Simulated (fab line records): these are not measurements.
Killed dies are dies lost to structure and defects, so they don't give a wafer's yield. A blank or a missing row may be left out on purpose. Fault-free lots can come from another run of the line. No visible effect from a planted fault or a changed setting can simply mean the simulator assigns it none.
fab line records | flow sky130
[record] lots = 13 | wafers = 39 | lastDay = 50
route steps=708 shown FIELD_ISO@18 NWELL@67
lots untouched by any fault: they come from a run of this same line in which no faults occurred
startH: hours from the record's first day to the start of the lot's first wafer shown | waitH: hours elapsed since this lot's preceding step | " identical to the entry in the row above | L1.1+2: a row that stands for several wafers | - either no value or no given start | * or withheld: withheld | < > ~ a bound
route shown NAME@n: a module of which the file shows steps, and the number in the route of the first | usual: mean and standard deviation over wafers with no fault | same: alike in all rows | chamber/n: place in a boat | sites: per-site readings | _std_site: the values' standard deviation | _edge_site: inner sites' mean taken away from outer sites' mean | radiusMm: for every site, how far away it sits from the centre of the wafer | mask NAME#n: copy n | behind: the tool/chamber that last shaped the wafer | hold: reason for holding the lot/hours on hold/outcome of the hold | device: whichever transistor did not switch (one of n, p or np) | end of line: the same wafers' tests at the end of the route | a step given without rows: its recipe and nothing more | killed: dies lost to structure and defects at the first sort, not the wafer's yield | map: a wafer's dies, x killed, . not, _ none there
set.NAME: the run value of the setting; set.NAME@STEP: its run value at that earlier step | model.NAME: the simulator's own value behind a step, which no gauge read
the route's steps for a sample of lots (tables are steps, rows are wafers)
services: from which hour (startH, from the record's first day; less than 0 if before it) a tool's chamber was out of use, for how many hours, and why
[[steps]]
[step SKY_FIELD_ISO_ETCH_17]
[recipe] targetDepthA = 3420 | maskMaterial = Si3N4 | chemistry = HBr/Cl2/O2 | target = Si | taperDeg = 5 | icpW = 600 | biasW = 150 | pressureMtorr = 15 | HBr_flow_sccm = 150 | Cl2_flow_sccm = 40 | O2_flow_sccm = 6 | timeS = 97.7
[usual] drypumpMotorCurrentA = 5.4/0.41 | oesProductAu = 1.003/0.0088 | throttleValvePct = 25.654/0.01
lot.wafer | tool     | chamber | startH | waitH | drypumpMotorCurrentA | oesProductAu | rfHoursCounterH | throttleValvePct
L111.1    | rieSi-02 | 3       | 28.60  | 0.1   | 5.1                  | 1.015        | 84              | 25.648
L111.2    | "        | 1       | "      | "     | 5.0                  | 1.007        | 3               | 25.660
L111.4    | "        | 0       | "      | "     | 5.7                  | 1.004        | 51              | 25.652
L112.3    | rieSi-02 | 3       | 34.16  | 0.0   | 5.1                  | 1.001        | 84              | 25.643
L112.5    | "        | 1       | "      | "     | 5.0                  | 0.997        | -               | 25.644
L112.6    | "        | 2       | "      | "     | 5.7                  | 0.998        | -               | 25.672
L115.3    | rieSi-02 | 3       | 52.46  | 0.0   | 5.1                  | 1.010        | 84              | 25.647
L115.5    | "        | 0       | "      | "     | 5.7                  | 1.011        | -               | 25.645
L115.6    | "        | 3       | "      | "     | 5.1                  | 1.001        | -               | 25.647
L116.2    | rieSi-01 | 3       | 55.81  | 0.1   | 6.0                  | 1.005        | 73              | 25.645
L116.3    | "        | 0       | "      | "     | 4.8                  | 1.006        | 2               | 25.654
L116.4    | "        | 2       | "      | "     | 5.1                  | 1.015        | 38              | 25.662
L120.2    | rieSi-02 | 1       | 78.51  | 0.1   | 5.0                  | 0.999        | 3               | 25.665
L120.3    | "        | 3       | "      | "     | 5.0                  | 1.000        | 84              | 25.657
L120.4    | "        | 0       | "      | "     | 5.7                  | 1.013        | 51              | 25.640
L123.2    | rieSi-02 | 3       | 91.05  | 0.1   | 5.0                  | 0.996        | 84              | 25.645
L123.4    | "        | 1       | "      | "     | 5.0                  | 0.991        | 3               | 25.661
L123.6    | "        | 1       | "      | "     | 5.0                  | 0.992        | -               | 25.672
L124.1    | rieSi-02 | 3       | 98.26  | 0.1   | 5.1                  | 0.995        | 84              | 25.654
L124.2    | "        | 0       | "      | "     | 5.7                  | 1.014        | 52              | 25.671
L124.3    | "        | 1       | "      | "     | 5.0                  | 0.997        | 3               | 25.643
L127.1    | rieSi-01 | 0       | 114.01 | 0.1   | 4.8                  | 1.017        | 3               | 25.644
L127.4    | "        | 1       | "      | "     | 5.5                  | 0.997        | 141             | 25.652
L127.5    | "        | 2       | "      | "     | 5.1                  | 1.011        | -               | 25.650
L128.2    | rieSi-02 | 3       | 119.01 | 0.1   | 5.0                  | 1.016        | 85              | 25.657
L128.4    | "        | 2       | "      | "     | 5.7                  | 1.004        | 22              | 25.650
L128.5    | "        | 0       | "      | "     | 5.7                  | 1.022        | -               | 25.670
L129.1    | rieSi-01 | 3       | 126.01 | 0.1   | 6.0                  | 0.993        | 74              | 25.680
L129.3    | "        | 2       | "      | "     | 5.1                  | 0.996        | 39              | 25.667
L129.5    | "        | 3       | "      | "     | 6.1                  | 1.003        | -               | 25.653
L130.3    | rieSi-01 | 0       | 133.75 | 0.0   | 4.8                  | 1.004        | 3               | 25.648
L130.4    | "        | 3       | "      | "     | 6.0                  | 0.998        | -               | 25.652
L130.5    | "        | 0       | "      | "     | 4.8                  | 0.999        | -               | 25.667
L131.1    | rieSi-02 | 0       | 134.10 | 0.1   | 5.7                  | 1.016        | 52              | 25.644
L131.2    | "        | 2       | "      | "     | 5.7                  | 1.004        | 22              | 25.662
L131.5    | "        | 2       | "      | "     | 5.7                  | 0.997        | -               | 25.651
L133.1    | rieSi-01 | 2       | 147.01 | 0.1   | 5.1                  | 1.006        | 39              | 25.675
L133.3    | "        | 1       | "      | "     | 5.5                  | 1.021        | 0               | 25.646
L133.4    | "        | 3       | "      | "     | 6.0                  | 0.998        | 74              | 25.667
[step SKY_FIELD_ISO_THK_MEAS_25]
[recipe] reads = SiO2_of_FIELD_ISO_CVD_24
[usual] FIELD_ISO_CVD_24_THK = 600/5.9
lot.wafer | tool         | chamber | startH | waitH | FIELD_ISO_CVD_24_THK[nm]
L111.1    | filmMetro-01 | -       | 31.25  | 0.0   | 594
L111.2    | "            | -       | "      | "     | 602
L111.4    | "            | -       | "      | "     | 590
L112.3    | filmMetro-03 | -       | 36.80  | 0.1   | 598
L112.5    | "            | -       | "      | "     | 602
L112.6    | "            | -       | "      | "     | 599
L115.3    | filmMetro-02 | -       | 56.82  | 0.1   | 600
L115.5    | "            | -       | "      | "     | 596
L115.6    | "            | -       | "      | "     | 608
L116.2    | filmMetro-02 | -       | 59.04  | 0.0   | 594
L116.3    | "            | -       | "      | "     | 598
L116.4    | "            | -       | "      | "     | 597
L120.2    | filmMetro-01 | -       | 82.77  | 0.0   | 598
L120.3    | "            | -       | "      | "     | 607
L120.4    | "            | -       | "      | "     | 598
L123.2    | filmMetro-01 | -       | 95.19  | 0.0   | 593
L123.4    | "            | -       | "      | "     | 600
L123.6    | "            | -       | "      | "     | 597
L124.1    | filmMetro-03 | -       | 104.73 | 0.0   | 596
L124.2    | "            | -       | "      | "     | 599
L124.3    | "            | -       | "      | "     | 602
L127.1    | filmMetro-02 | -       | 117.12 | 0.0   | 590
L127.4    | "            | -       | "      | "     | 590
L127.5    | "            | -       | "      | "     | 591
L128.2    | filmMetro-01 | -       | 126.99 | 0.0   | 604
L128.4    | "            | -       | "      | "     | 598
L128.5    | "            | -       | "      | "     | 601
L129.1    | filmMetro-02 | -       | 129.50 | 0.0   | 599
L129.3    | "            | -       | "      | "     | 609
L129.5    | "            | -       | "      | "     | 604
L131.1    | filmMetro-02 | -       | 136.41 | 0.0   | 594
L131.2    | "            | -       | "      | "     | 582
L131.5    | "            | -       | "      | "     | 587
L130.3    | filmMetro-01 | -       | 136.43 | 0.1   | 601
L130.4    | "            | -       | "      | "     | 606
L130.5    | "            | -       | "      | "     | 616
L133.1    | filmMetro-01 | -       | 150.06 | 0.0   | 614
L133.3    | "            | -       | "      | "     | 602
L133.4    | "            | -       | "      | "     | 602
[step SKY_NWELL_STRIP_14]
[recipe] chemistry = O2/N2 | powerW = 1400 | pressureMtorr = 1500 | platenTempC = withheld | o2FlowSccm = 3000 | n2FlowSccm = 300 | overashFraction = 0.5
[usual] drypumpMotorCurrentA = 5.6/0.45 | oesProductAu = 0.722/0.0043 | stripTimeToEndpointS = 36.88/0.08
lot.wafer | tool           | chamber | startH | waitH | drypumpMotorCurrentA | oesProductAu | rfHoursCounterH | stripTimeToEndpointS
L111.1    | plasmaAsher-04 | 0       | 87.13  | 0.1   | 6.0                  | 0.723        | 39              | 36.69
L111.2    | "              | 1       | "      | "     | 5.0                  | 0.719        | 39              | 36.84
L111.4    | "              | 0       | "      | "     | 5.9                  | 0.728        | -               | 36.77
L112.3    | plasmaAsher-04 | 1       | 91.74  | 0.1   | 5.0                  | 0.717        | -               | 36.83
L112.5    | "              | 0       | "      | "     | 5.9                  | 0.720        | -               | 37.00
L112.6    | "              | 1       | "      | "     | 5.0                  | 0.723        | -               | 36.93
L116.2    | plasmaAsher-04 | 1       | 115.71 | 0.1   | 5.0                  | 0.728        | 41              | 36.93
L116.3    | "              | 1       | "      | "     | 5.0                  | 0.724        | -               | 36.78
L116.4    | "              | 0       | "      | "     | 5.9                  | 0.720        | -               | 36.90
L115.3    | plasmaAsher-03 | 0       | 115.88 | 0.1   | 6.2                  | 0.722        | -               | 36.74
L115.5    | "              | 0       | "      | "     | 6.2                  | 0.729        | -               | 36.81
L115.6    | "              | 1       | "      | "     | 5.7                  | 0.719        | -               | 36.81
L120.2    | plasmaAsher-03 | 0       | 146.91 | 0.1   | 6.2                  | 0.732        | 48              | 36.91
L120.3    | "              | 0       | "      | "     | 6.2                  | 0.728        | -               | 36.93
L120.4    | "              | 1       | "      | "     | 5.7                  | 0.727        | -               | 36.80
L123.2    | plasmaAsher-01 | 0       | 163.78 | 0.1   | 5.8                  | 0.730        | 37              | 36.85
L123.4    | "              | 1       | "      | "     | 5.1                  | 0.720        | -               | 36.91
L123.6    | "              | 1       | "      | "     | 5.1                  | 0.720        | -               | 36.86
L124.1    | plasmaAsher-04 | 1       | 177.36 | 0.1   | 5.0                  | 0.718        | 48              | 36.88
L124.2    | "              | 0       | "      | "     | 6.0                  | 0.719        | 48              | 36.88
L124.3    | "              | 1       | "      | "     | 5.0                  | 0.717        | -               | 36.94
L127.1    | plasmaAsher-03 | 0       | 189.52 | 0.1   | 6.2                  | 0.731        | 52              | 36.90
L127.4    | "              | 0       | "      | "     | 6.2                  | 0.720        | -               | 36.84
L127.5    | "              | 0       | "      | "     | 6.2                  | 0.722        | -               | 36.84
L128.2    | plasmaAsher-03 | 0       | 194.73 | 0.1   | 6.2                  | 0.721        | 52              | 36.85
L128.4    | "              | 1       | "      | "     | 5.8                  | 0.713        | -               | 36.79
L128.5    | "              | 0       | "      | "     | 6.2                  | 0.717        | -               | 37.00
L129.1    | plasmaAsher-04 | 1       | 196.22 | 0.1   | 5.0                  | 0.726        | 49              | 36.91
L129.3    | "              | 1       | "      | "     | 5.0                  | 0.719        | -               | 37.01
L129.5    | "              | 0       | "      | "     | 5.9                  | 0.720        | -               | 36.95
L130.3    | plasmaAsher-04 | 0       | 200.39 | 0.1   | 5.9                  | 0.716        | -               | 36.92
L130.4    | "              | 1       | "      | "     | 5.0                  | 0.715        | -               | 36.80
L130.5    | "              | 0       | "      | "     | 5.9                  | 0.727        | -               | 36.78
L131.1    | plasmaAsher-03 | 0       | 201.58 | 0.1   | 6.2                  | 0.717        | 53              | 36.95
L131.2    | "              | 1       | "      | "     | 5.7                  | 0.721        | 53              | 36.98
L131.5    | "              | 1       | "      | "     | 5.7                  | 0.720        | -               | 36.93
L133.1    | plasmaAsher-03 | 1       | 218.28 | 0.1   | 5.7                  | 0.735        | 55              | 36.93
L133.3    | "              | 1       | "      | "     | 5.7                  | 0.717        | -               | 36.96
L133.4    | "              | 0       | "      | "     | 6.2                  | 0.715        | -               | 37.01
[step SKY_NWELL_EXPOSE_20]
[recipe] maskId = NWM_COMPLEMENT | na = 0.6 | sourceShape = conventional | sigmaOuter = 0.6 | polarization = unpolarized | targetCdNm = 840 | doseMj = 260
[usual] stageVelMmS = 499.96/0.28
lot.wafer | tool            | chamber | startH | waitH | mask                | stageVelMmS
L111.1    | ilineStepper-01 | 0       | 95.28  | -     | NWM_COMPLEMENT#0    | 499.92
L111.2    | "               | 0       | "      | "     | NWM_COMPLEMENT#0    | 500.01
L111.4    | "               | 0       | "      | "     | NWM_COMPLEMENT#0    | 500.53
L112.3    | ilineStepper-02 | 0       | 100.49 | -     | NWM_COMPLEMENT#0    | 499.76
L112.5    | "               | 0       | "      | "     | NWM_COMPLEMENT#0    | 499.40
L112.6    | "               | 0       | "      | "     | NWM_COMPLEMENT#0    | 499.50
L116.2    | ilineStepper-02 | 0       | 123.77 | -     | NWM_COMPLEMENT_R1#0 | 500.67
L116.3    | "               | 0       | "      | "     | NWM_COMPLEMENT_R1#0 | 500.20
L116.4    | "               | 0       | "      | "     | NWM_COMPLEMENT_R1#0 | 500.42
L115.3    | ilineStepper-02 | 0       | 124.31 | -     | NWM_COMPLEMENT#0    | 500.01
L115.5    | "               | 0       | "      | "     | NWM_COMPLEMENT#0    | 500.20
L115.6    | "               | 0       | "      | "     | NWM_COMPLEMENT#0    | 499.85
L120.2    | ilineStepper-01 | 0       | 156.44 | -     | NWM_COMPLEMENT#0    | 499.78
L120.3    | "               | 0       | "      | "     | NWM_COMPLEMENT#0    | 499.97
L120.4    | "               | 0       | "      | "     | NWM_COMPLEMENT#0    | 499.90
L123.2    | ilineStepper-01 | 0       | 174.23 | -     | NWM_COMPLEMENT#0    | 500.00
L123.4    | "               | 0       | "      | "     | NWM_COMPLEMENT#0    | 499.84
L123.6    | "               | 0       | "      | "     | NWM_COMPLEMENT#0    | 499.63
L124.1    | ilineStepper-01 | 0       | 188.42 | -     | NWM_COMPLEMENT#0    | 500.23
L124.2    | "               | 0       | "      | "     | NWM_COMPLEMENT#0    | 500.47
L124.3    | "               | 0       | "      | "     | NWM_COMPLEMENT#0    | 499.65
L127.1    | ilineStepper-01 | 0       | 199.84 | -     | NWM_COMPLEMENT#0    | 499.65
L127.4    | "               | 0       | "      | "     | NWM_COMPLEMENT#0    | 500.12
L127.5    | "               | 0       | "      | "     | NWM_COMPLEMENT#0    | 499.70
L128.2    | ilineStepper-02 | 0       | 205.37 | -     | NWM_COMPLEMENT#0    | 499.87
L128.4    | "               | 0       | "      | "     | NWM_COMPLEMENT#0    | 499.85
L128.5    | "               | 0       | "      | "     | NWM_COMPLEMENT#0    | 499.93
L129.1    | ilineStepper-01 | 0       | 206.65 | -     | NWM_COMPLEMENT#0    | 500.03
L129.3    | "               | 0       | "      | "     | NWM_COMPLEMENT#0    | 500.01
L129.5    | "               | 0       | "      | "     | NWM_COMPLEMENT#0    | 499.65
L130.3    | ilineStepper-02 | 0       | 211.29 | -     | NWM_COMPLEMENT#0    | 499.46
L130.4    | "               | 0       | "      | "     | NWM_COMPLEMENT#0    | 500.14
L130.5    | "               | 0       | "      | "     | NWM_COMPLEMENT#0    | 499.65
L131.1    | ilineStepper-02 | 0       | 213.09 | -     | NWM_COMPLEMENT#0    | 499.83
L131.2    | "               | 0       | "      | "     | NWM_COMPLEMENT#0    | 500.05
L131.5    | "               | 0       | "      | "     | NWM_COMPLEMENT#0    | 499.52
L133.1    | ilineStepper-02 | 0       | 229.78 | -     | NWM_COMPLEMENT#0    | 499.96
L133.3    | "               | 0       | "      | "     | NWM_COMPLEMENT#0    | 500.13
L133.4    | "               | 0       | "      | "     | NWM_COMPLEMENT#0    | 499.88
[[services]]
tool            | chamber | startH | hours | kind
rieSi-01        | 0       | 25.96  | 3.2   | repair
ilineStepper-01 | -       | 39.99  | 7.9   | repair
ilineStepper-02 | -       | 76.44  | 0.5   | repair
plasmaAsher-04  | -       | 100.58 | 1.7   | repair
rieSi-01        | 1       | 122.86 | -     | clean
rieSi-01        | 1       | 122.86 | 17.3  | scheduledDown
rieSi-01        | 1       | 122.86 | 17.3  | ventCycle
ilineStepper-02 | -       | 173.62 | 1.3   | repair
rieSi-01        | -       | 185.94 | 28.1  | pm
ilineStepper-02 | -       | 187.53 | 17.7  | repair
plasmaAsher-04  | -       | 211.79 | 39.8  | pm
ilineStepper-02 | -       | 216.49 | 1.7   | pm
rieSi-01        | 1       | 223.22 | 6.6   | repair
plasmaAsher-01  | -       | 224.61 | 0.4   | repair
rieSi-02        | 1       | 225.64 | 13.5  | repair
[[key]]
[firstSign] step = SKY_NWELL_EXPOSE_20 | reading = mask | direction = changed
effect none on later readings
metAt SKY_NWELL_EXPOSE_20
struckLots L116
sortLeftOut L116.2,L116.3,L116.4
testerLeftOut L116
notActingAt SKY_FIELD_ISO_ETCH_17,SKY_FIELD_ISO_THK_MEAS_25,SKY_NWELL_STRIP_14
onsetBetween 100.49 123.77
[fault] kind = wrongMask | tool = any | chamber = - | onsetH = 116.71 | steps = SKY_NWELL_EXPOSE_20 | auxCopy = NWM_COMPLEMENT_R1#0 | cdOffsetNm = -101 | scope = struckLotsOnly
// testerLeftOut: of these lots the tester's yield and bins aren't shown, on N5 and GAA mostly nor the transistor test; their killed dies are dies lost to structure and defects alone, not to doping, threshold or leakage, so they don't give the yield
// sortLeftOut: the simulated sort isn't trusted on such a fault, so these wafers' sort isn't shown, and their yield isn't known
